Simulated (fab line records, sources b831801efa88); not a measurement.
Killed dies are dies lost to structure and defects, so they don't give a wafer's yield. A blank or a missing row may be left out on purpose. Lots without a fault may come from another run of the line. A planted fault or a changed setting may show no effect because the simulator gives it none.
A struck lot beside a sound one | flow sky130 | 17 steps out of a route of 708
Sound: wafers L708.1, L708.4, L708.6. Struck: wafers L713.1, L713.4, L713.5. The cause comes at the end.
At each step with rows: each side's tool, then ch and its chambers, then its first start. Under that, the readings that differ: sound wafers | struck wafers | difference of the means | sigmas: that difference in standard deviations of wafers without a fault.
alike: readings whose means differ by less than 2 such deviations, and words and numbers that are the same on both sides. not compared: withheld readings, readings that some wafer has no value for, bounds like >300 that may hide the same value, and numbers for which the record gives no deviation and whose values overlap.
The two part at a step that has a row with sigmas, a row that says differs or no value, or rows on one side only. Numbers that don't overlap but have no deviation are shown without sigmas and don't part them. A reading that every wafer of one side lacks parts them only if that side has two wafers or more.

first, 3 steps without rows for these wafers: SKY_LI_CONTACT_EXPOSE_09 (exposes mask LICM1, target cd 170 nm); SKY_LI_CONTACT_PEB_10; SKY_LI_CONTACT_DEVELOP_11 (develop time 60 s).
SKY_LI_CONTACT_CD_MEAS_12: target cd 170 nm.
  sound on cd_sem-01, day 31 00:15; struck on cd_sem-02, day 32 14:15
  alike: cd_nm
SKY_LI_CONTACT_OVL_MEAS_13:
  sound on overlay-02, day 31 00:22; struck on overlay-02, day 32 14:22
  alike: LI_CONTACT_OVL
SKY_LI_CONTACT_ETCH_14: etches BARC in N2/H2, stops on SiO2, time 45.9 s, target depth 60 nm.
  sound on rie_diel-02 ch 0,2, day 31 00:24; struck on rie_diel-01 ch 0,3, day 32 14:24
  alike: drypump_motor_current_A, oes_product_au, throttle_valve_pct
  not compared: rf_hours_counter_h
SKY_LI_CONTACT_ETCH_15: etches PSG in C4F8/O2/Ar, stops on Si, target depth 600 nm.
  sound on rie_diel-02 ch 0,2, day 31 00:27; struck on rie_diel-01 ch 0,3, day 32 14:26
  alike: oes_product_au
then, 3 steps without rows for these wafers: SKY_LI_CONTACT_STRIP_16 (strips in O2/N2); SKY_LI_CONTACT_CLEAN_17 (cleans in NMP, time 600 s); SKY_LI_CONTACT_PRE_CLEAN_18 (time 5.6 s).
SKY_LI_CONTACT_SPUTTER_19: material Ti, target thk 20 nm, time 106.37 s.
  sound on pvd_sputter-01, day 31 00:50; struck on pvd_sputter-01, day 32 14:49
  alike: throttle_valve_pct
SKY_LI_CONTACT_SPUTTER_20: material TiN, target thk 20 nm, time 80 s.
  sound on pvd_sputter-01, day 31 00:54; struck on pvd_sputter-01, day 32 14:54
  alike: throttle_valve_pct
SKY_LI_CONTACT_CVD_21: deposits W, target thk 400 nm, time 120.56 s.
  sound on cvd_w-01 ch 1, day 31 00:58; struck on cvd_w-02 ch 0,1, day 32 14:58
  reading                                  | sound             | struck            | difference | sigmas
  chamber_pressure_Torr (Torr)             | 40.01 40.07 40.03 | 44.26 44.05 44.06 | +4.09      | +45
  model.W_of_LI_CONTACT_CVD_21.thk_nm (nm) | 399.2 402.6 401   | 423.5 408.5 414.5 | +14.6      |
  alike: heater_power_outer_w, heater_power_w
SKY_LI_CONTACT_RS_MEAS_22: measures by four-point-probe.
  sound on film_metro-04, day 31 01:05; struck on film_metro-01, day 32 15:05
  reading                  | sound             | struck            | difference | sigmas
  LI_CONTACT_W_RS (ohm/sq) | 0.285 0.283 0.284 | 0.269 0.278 0.274 | -0.010     | -3
SKY_LI_CONTACT_THK_MEAS_23: measures by xrf.
  sound on film_metro-04, day 31 01:13; struck on film_metro-01, day 32 15:13
  alike: LI_CONTACT_W_THK
SKY_LI_CONTACT_CMP_24: polishes, stops on PSG, t overpolish 20 s, target thk 0 nm.
  sound on cmp-02 ch 0,2,3, day 31 01:19; struck on cmp-02 ch 1,2, day 32 15:16
  alike: motor_current_A, slurry_filter_dp_kPa
-- the record jumps here: 16 days lie between the struck wafers' starts before and after (it left off in module LI_CONTACT and takes up again in module PAD_OPEN, whose first step shown is number 708 of the route) --
SKY_PAD_OPEN_PROBE_99:
  the record has rows for the struck wafers here (prober-02, day 48 06:13) and none for the sound ones

WHERE THEY PART
First at SKY_LI_CONTACT_CVD_21; last, within this record, at SKY_PAD_OPEN_PROBE_99.

WHY: what the simulator had put in
Process parameter drift: cvd_w-02, from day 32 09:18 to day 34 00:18, at SKY_LI_CONTACT_CVD_21. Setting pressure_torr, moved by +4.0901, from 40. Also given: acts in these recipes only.
